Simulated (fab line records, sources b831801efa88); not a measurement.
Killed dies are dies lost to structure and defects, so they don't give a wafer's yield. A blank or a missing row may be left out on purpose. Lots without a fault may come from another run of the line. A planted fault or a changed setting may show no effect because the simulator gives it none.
Problem report in the 8D (eight disciplines) form, filled by code | flow sky130 | the parts of the form that need people (team, actions taken, sign-off) are left out

1. THE PROBLEM
killed_at_front_end at SKY_PAD_OPEN_PROBE_99 reads a mean of 80 on 9 wafers of 3 lots; wafers without a fault read 15 with a standard deviation of 4. That is +16 standard deviations from the usual mean.
First seen on wafer L705.4, day 49 07:55, on prober-01. The record holds 12 wafers of 4 lots with a number at this step. Rule for "out", or "out of limits": more than 4 standard deviations from the usual mean. The other wafers with a number count as sound.

2. WHAT IT IS AND WHAT IT IS NOT
question                    | is                     | is not
which readings at this step | killed_at_front_end    | killed_at_M4_up, killed_at_other
which lots                  | L705, L708, L709       | L703
which wafers of those lots  | all that have a number | -
read on which tools         | prober-01, prober-02   | -
when                        | from day 49 07:55      | up to then (3 sound wafers)

3. SUSPECTS, AND WHAT RULES EACH OUT
Counting: a tool at a process step up to the reading stays a suspect if it ran every lot that is out and no sound lot after the first of them.
- plasma_asher-03 at SKY_VT_ADJUST_LVTN_STRIP_20 (strips in O2/N2): kept. It ran every lot that is out, first L705 (day 11 17:13), and no sound lot after that; its last sound lot up to then is L703 (day 11 10:29).
Left after counting: plasma_asher-03 at SKY_VT_ADJUST_LVTN_STRIP_20.

4. THE CAUSE (what the simulator had put in)
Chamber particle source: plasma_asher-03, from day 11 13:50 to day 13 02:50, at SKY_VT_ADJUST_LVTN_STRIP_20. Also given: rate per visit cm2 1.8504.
Counting left only this tool.

5. THE CHAIN OF EFFECTS, in route order
Each row: a reading whose mean over the struck wafers that have a number lies more than 3 standard deviations from the usual. Only readings for which the record gives a usual standard deviation are gone through. hours: the time from each lot's start at the first step in this table that gives one to its start at this step, as a median over the lots. sigmas: the change in usual standard deviations.
hours | step                  | reading             | usual | on struck wafers | change | sigmas
0     | SKY_PAD_OPEN_PROBE_99 | killed_at_front_end | 15    | 80               | +65    | +16
0     | SKY_PAD_OPEN_PROBE_99 | killed_dies         | 86    | 140              | +54    | +5.4
The process steps in it:
- SKY_PAD_OPEN_PROBE_99

6. WHAT WOULD HAVE CAUGHT IT SOONER
In this record the first reading out of limits was taken at day 49 07:55, 906 hours after the fault began at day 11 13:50.
Of the tool readings at SKY_VT_ADJUST_LVTN_STRIP_20 for which the record gives a usual standard deviation, none was out on any struck wafer, so an alarm limit of 4 standard deviations on them would not have fired.
All the lots that are out (3) had begun SKY_VT_ADJUST_LVTN_STRIP_20 on plasma_asher-03 by day 49 07:55. A hold on the tool at that time would have spared none of them.
